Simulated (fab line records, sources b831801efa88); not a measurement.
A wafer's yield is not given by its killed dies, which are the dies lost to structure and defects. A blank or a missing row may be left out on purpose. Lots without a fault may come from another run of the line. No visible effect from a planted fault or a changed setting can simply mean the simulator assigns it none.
8D (eight disciplines) problem report, filled in by code	flow sfq-line	the parts of the form that need people (team, actions taken, sign-off) are left out

## 1. WHAT WENT WRONG
Wafers with no fault read 213 s with a standard deviation of 8.2, whereas time-to-endpoint-s at SFQ_TRILAYER_I2_CMP_CMP_064 reads a mean of 278 s on 1 wafer of 1 lot. That is +7.9 standard deviations from the usual mean.
The step: polishes SiO2.
The first sign was on wafer L573.2 at day 34 16:00, on cmp-01. At this step, 39 wafers from 13 lots have a number in the record. Rule for "out", or "out of limits": more than 4 standard deviations from the usual mean. Any other wafer with a number is counted as sound.

## 2. WHAT IT IS, WHAT IT ISN'T
question	is	is not
which readings at this step	time-to-endpoint-s	motor-current-A
which lots	L573	L559, L560, L561, L564, L565, L566, L568, L569, L571, L577, L579, L580
which wafers of those lots	L573.2	L573.5, L573.6
read on which tools	cmp-01	cmp-02
when	from day 34 16:00	up to then (29 sound wafers); but 9 sound wafers of L577, L579, L580 came after

## 3. SUSPECTS, AND WHAT RULES EACH OUT
Counting: if a tool at a process step up to the reading ran every lot that is out, it stays a suspect. Sound lots after the first of them don't rule it out here, since some wafers of a struck lot are sound.
- cmp-01 at SFQ_TRILAYER_I2_CMP_CMP_064 (polishes SiO2): kept. It ran the lot that is out, L573 (day 34 16:00); its last sound lot up to then is L571 (day 34 03:00). Its own time-to-endpoint-s readings are out on those wafers.
- cmp-01, SFQ_TRILAYER_I2_CMP_CMP_064: wafers that are out in chamber 0, sound lot-mates in chambers 1, 2.
Remaining after the count: cmp-01 at SFQ_TRILAYER_I2_CMP_CMP_064.

## 4. THE CAUSE (what the simulator had put in)
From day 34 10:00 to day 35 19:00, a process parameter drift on cmp-01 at SFQ_TRILAYER_I2_CMP_CMP_064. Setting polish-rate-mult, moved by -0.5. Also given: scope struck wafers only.
The count eliminated every tool but this one.

## 5. THE EFFECT CHAIN, in route order
Rows list readings where the struck wafers' mean (over those with a number) sits beyond 3 standard deviations from the usual. Only readings for which the record gives a usual standard deviation are gone through. hours: the time from each lot's start at the first step in this table that gives one to its start at this step, as a median over the lots. sigmas: the change in usual standard deviations.
hours	step	reading	usual	on struck wafers	change	sigmas
0	SFQ_TRILAYER_I2_CMP_CMP_064	time-to-endpoint-s	213 s	278	+65	+7.9
2	SFQ_TRILAYER_I2_METRO_MEASURE_065	thk-nm	199.3 nm	305.5	+106.2	+88
139	SFQ_TRILAYER_I2_VIA_ETCH_VIA_ETCH_070	oes-product-au	0.853 a.u.	0.991	+0.138	+25
Its process steps:
- SFQ_TRILAYER_I2_CMP_CMP_064: polishes SiO2.
- SFQ_TRILAYER_I2_METRO_MEASURE_065
- SFQ_TRILAYER_I2_VIA_ETCH_VIA_ETCH_070: etches SiO2 in CHF3, stops on Nb, target depth 260 nm.

## 6. HOW IT WOULD HAVE BEEN CAUGHT EARLIER
The fault began at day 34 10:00; the first out-of-limits reading in this record came at day 34 16:00, 6 hours later.
